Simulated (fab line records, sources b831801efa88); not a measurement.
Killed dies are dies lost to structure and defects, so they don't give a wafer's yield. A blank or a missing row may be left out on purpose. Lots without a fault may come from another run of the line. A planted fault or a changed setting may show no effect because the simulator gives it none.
Which tool did it? | flow sky130 | 6 lots, 18 wafers sampled, at 4 steps of a route of 708

WHAT THE GAUGES READ, wafer by wafer
SKY_SONOS_TUNNEL_OVL_MEAS_08.
lot  | measured     | on         | SONOS_TUNNEL_OVL (nm)
L648 | day 12 06:53 | overlay-01 | -3.4 -2.9 -2.0
L652 | day 13 20:41 | overlay-01 | -1.6 -2.5 -1.8
L656 | day 14 23:11 | overlay-01 | -0.7 -2.5 -1.4
L662 | day 16 19:47 | overlay-01 | 169.5 169.3 168.3
L665 | day 17 18:01 | overlay-01 | 169.0 167.0 168.8
L668 | day 19 01:26 | overlay-02 | -0.6 -0.6 -1.1

WHICH TOOL RAN EACH LOT (tool, then ch and the chambers of the sampled wafers, then the start)
lot  | SKY_VT_ADJUST_LVTN_STRIP_09          | SKY_VT_ADJUST_PCH_STRIP_09           | SKY_SONOS_TUNNEL_EXPOSE_04
L648 | plasma_asher-02 ch 0,1, day 7 16:34  | plasma_asher-02 ch 0,1, day 11 04:50 | iline_stepper-01 ch 0, day 11 17:47
L652 | plasma_asher-02 ch 0,1, day 8 23:31  | plasma_asher-02 ch 0, day 12 19:22   | iline_stepper-01 ch 0, day 13 08:06
L656 | plasma_asher-02 ch 0,1, day 9 21:34  | plasma_asher-03 ch 0,1, day 13 22:17 | iline_stepper-01 ch 0, day 14 10:21
L662 | plasma_asher-03 ch 0,1, day 11 09:17 | plasma_asher-02 ch 0,1, day 15 16:10 | iline_stepper-01 ch 0, day 16 05:57
L665 | plasma_asher-02 ch 0,1, day 12 06:31 | plasma_asher-02 ch 0,1, day 16 14:22 | iline_stepper-01 ch 0, day 17 03:52
L668 | plasma_asher-03 ch 0,1, day 13 09:26 | plasma_asher-04 ch 0,1, day 17 19:41 | iline_stepper-02 ch 0, day 18 09:37
- SKY_VT_ADJUST_LVTN_STRIP_09: strips in O2/N2.
- SKY_VT_ADJUST_PCH_STRIP_09: strips in O2/N2.
- SKY_SONOS_TUNNEL_EXPOSE_04: exposes mask TUNM, target cd 410 nm.

THE ANSWER, worked out from the rows above alone
Rule: what is usual is taken from the lots themselves. Put in order of their means at a reading, lots are off if they are a third of the lots or fewer, leave a main group of 4 or more, and stand apart from it by a gap of 3 or more times the standard deviation of the main group's means; of several such gaps the widest counts. A main group whose means are all the same, to the digits that the tables above print for the reading, isn't used. A lot without any number at a reading at which 4 lots or more have one is off too. The other lots that the step has rows for count as sound.
Off: L662, L665, at SKY_SONOS_TUNNEL_OVL_MEAS_08 (SONOS_TUNNEL_OVL). The main group: mean -1.8 nm, standard deviation 0.72.
A tool fits if, at a process step before that reading, it ran every lot that is off, and no sound lot after the first of them. The gauges at SKY_SONOS_TUNNEL_OVL_MEAS_08 are tried like those tools. Can't be told from this: 3 tools fit, plasma_asher-02 at SKY_VT_ADJUST_PCH_STRIP_09, iline_stepper-01 at SKY_SONOS_TUNNEL_EXPOSE_04, overlay-01 at SKY_SONOS_TUNNEL_OVL_MEAS_08.

WHAT THE SIMULATOR HAD PUT IN
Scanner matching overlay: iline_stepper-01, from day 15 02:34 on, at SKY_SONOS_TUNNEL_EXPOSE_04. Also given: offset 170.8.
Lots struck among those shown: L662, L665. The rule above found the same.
